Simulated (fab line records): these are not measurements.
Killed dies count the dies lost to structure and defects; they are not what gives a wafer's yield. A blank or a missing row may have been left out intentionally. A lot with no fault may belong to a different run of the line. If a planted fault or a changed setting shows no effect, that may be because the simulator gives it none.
Check for tools in common    flow gf180mcu    15 lots, 45 wafers sampled

## WHY THIS WAS OPENED
At GF_LVPWELL_TW_MEAS_11 the reading LVPWELL_TW is flagged on 3 of 15 lots. Wafers without a fault read 560, standard deviation 4.
Rule: flag the lot when none of its wafers has a number, or when each of its wafers that has one lies beyond 4 standard deviations from that mean. All remaining lots are regarded as sound.

lot   measured     on             LVPWELL_TW, wafer by wafer  flag
L871  day 3 23:50  film-metro-02  563 562 559                 
L872  day 4 05:33  film-metro-01  558 556 556                 
L873  day 4 12:20  film-metro-02  562 560 563                 
L874  day 4 14:32  film-metro-01  558 555 556                 
L875  day 4 20:04  film-metro-02  561 559 562                 
L876  day 4 23:22  film-metro-02  560 562 562                 
L877  day 5 07:38  film-metro-02  560 560 559                 
L878  day 5 13:11  film-metro-02  563 561 560                 
L879  day 5 19:32  film-metro-01  557 555 558                 
L881  day 6 10:01  film-metro-03  569 565 569                 
L882  day 6 15:35  film-metro-01  559 558 553                 
L887  day 7 17:45  film-metro-02  562 560 559                 
L890  day 8 07:59  film-metro-03  1321 1328 1324              FLAGGED
L891  day 8 12:57  film-metro-03  1321 1325 1316              FLAGGED
L892  day 8 19:20  film-metro-02  1312 1309 1311              FLAGGED
Flagged lots average 1319: +759 relative to the usual, that is +99 or more standard deviations.

## LOT BY LOT: THE TOOL USED
The record holds 1 process step before the reading, out of a route of 602 steps. In each cell: the tool, then ch and the chambers that the sampled wafers went through, then the start.
lot   flag     GF_LVPWELL_IMPLANT_08
L871           implanter-03 ch 0, day 3 23:28
L872           implanter-01 ch 0, day 4 05:12
L873           implanter-03 ch 0, day 4 11:56
L874           implanter-03 ch 0, day 4 14:10
L875           implanter-03 ch 0, day 4 19:41
L876           implanter-03 ch 0, day 4 22:58
L877           implanter-02 ch 0, day 5 07:14
L878           implanter-03 ch 0, day 5 12:48
L879           implanter-01 ch 0, day 5 19:08
L881           implanter-01 ch 0, day 6 09:39
L882           implanter-01 ch 0, day 6 15:12
L887           implanter-03 ch 0, day 7 17:24
L890  FLAGGED  implanter-03 ch 0, day 8 07:35
L891  FLAGGED  implanter-02 ch 0, day 8 12:34
L892  FLAGGED  implanter-01 ch 0, day 8 18:57
What the steps here do:
- GF_LVPWELL_IMPLANT_08
- GF_LVPWELL_TW_MEAS_11

## FLAGGED OVER TOTAL, TOOL BY TOOL (the gauges that took the reading come last)
step                   tool           lots run  flagged  share of the flagged lots  sound lots run after its first flagged lot
GF_LVPWELL_IMPLANT_08  implanter-01   5         1        some                       0
GF_LVPWELL_IMPLANT_08  implanter-02   2         1        some                       0
GF_LVPWELL_IMPLANT_08  implanter-03   8         1        some                       0
GF_LVPWELL_TW_MEAS_11  film-metro-01  4         0        none                       -
GF_LVPWELL_TW_MEAS_11  film-metro-02  8         1        some                       0
GF_LVPWELL_TW_MEAS_11  film-metro-03  3         2        some                       0

## WHAT IS ALLOWED BY THE TABLE
No row of the table ran every flagged lot.

## WHAT THE SIMULATOR HAD PUT IN
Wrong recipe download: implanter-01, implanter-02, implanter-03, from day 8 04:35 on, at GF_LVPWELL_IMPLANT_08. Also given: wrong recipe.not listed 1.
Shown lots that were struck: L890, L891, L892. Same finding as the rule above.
